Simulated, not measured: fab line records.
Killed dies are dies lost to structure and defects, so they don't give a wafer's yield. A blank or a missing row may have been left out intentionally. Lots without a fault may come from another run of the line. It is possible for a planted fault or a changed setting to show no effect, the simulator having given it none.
One fault through the eyes of 2 desks -- flow gf180mcu -- what lay behind the numbers comes last; until then each desk has only its own

AT THE METROLOGY DESK
Lot by lot, what the gauges showed, no matter which tool ran the lot: averages of those sampled wafers that carry a number. If a lot's mean is further than 4 standard deviations from the usual mean, the lot is out of limits and carries the mark OUT (the distance appears in the brackets).
Columns: A = NSD_RS at GF_PSD_RS_MEAS_14, usual 46.15 ohm/sq; B = CONTACT_W_THK at GF_CONTACT_THK_MEAS_26, usual 308 nm
lot,first seen here,A,B
L217,day 14 05:00,46.05,308
L218,day 14 11:19,46.21,311
L219,day 15 00:58,46.11,304
L225,day 16 23:30,48.65 (+29) OUT,311
L227,day 17 22:16,48.67 (+30) OUT,306
L230,day 18 15:56,46.15,307
L231,day 19 04:56,46.14,309
L232,day 19 13:31,46.15,308
L233,day 20 00:32,46.12,308
L238,day 21 13:16,46.01,311
L240,day 22 14:23,46.17,308
This desk reports L225, L227 out of limits; the earliest was L225 at day 16 23:30 (NSD_RS at GF_PSD_RS_MEAS_14). Within limits: L217, L218, L219, L230, L231, L232, L233, L238, L240.

THE TOOL OWNER'S DESK: implanter-03
GF_NSD_IMPLANT_09, tool's own readings: per-lot mean of the sampled wafers with a number, covering each lot this tool ran. If a lot's mean is further than 4 standard deviations from the usual mean, the lot is out of limits and carries the mark OUT (the distance appears in the brackets).
Columns: A = beam-energy-keV at GF_NSD_IMPLANT_09, usual 60.001; B = beam-on-s at GF_NSD_IMPLANT_09, usual 19.4 s; C = dose-ions-cm2 at GF_NSD_IMPLANT_09, usual 3.999e+15
lot,first seen here,A,B,C
L217,day 13 08:28,59.994,20.3,3.997e+15
L218,day 13 14:10,60.013,20.0,3.995e+15
L225,day 16 00:14,59.972,14.1,2.807e+15 (-99 or more) OUT
L227,day 16 22:08,60.002,14.0,2.803e+15 (-99 or more) OUT
L238,day 20 12:28,59.983,20.3,4.005e+15
Finding of this desk: L225, L227 out of limits; the first was L225 at day 16 00:14, on dose-ions-cm2 at GF_NSD_IMPLANT_09. Within limits: L217, L218, L238.

BROUGHT TOGETHER
The tool owner's desk could have raised an alarm at day 16 00:14, on L225, L227.
L225, L227 would have let the metrology desk raise an alarm at day 16 23:30.
GF_NSD_IMPLANT_09 was run on implanter-03 by each of the lots named.

WHAT THE SIMULATOR PUT IN
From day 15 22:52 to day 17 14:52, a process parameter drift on implanter-03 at GF_NSD_IMPLANT_09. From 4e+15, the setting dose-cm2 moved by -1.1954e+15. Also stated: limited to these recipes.
Shown lots that were struck: L225, L227.
Counting hours from when the fault started, the first reading out of limits came at 1 for the tool owner's desk and at 25 for the metrology desk.
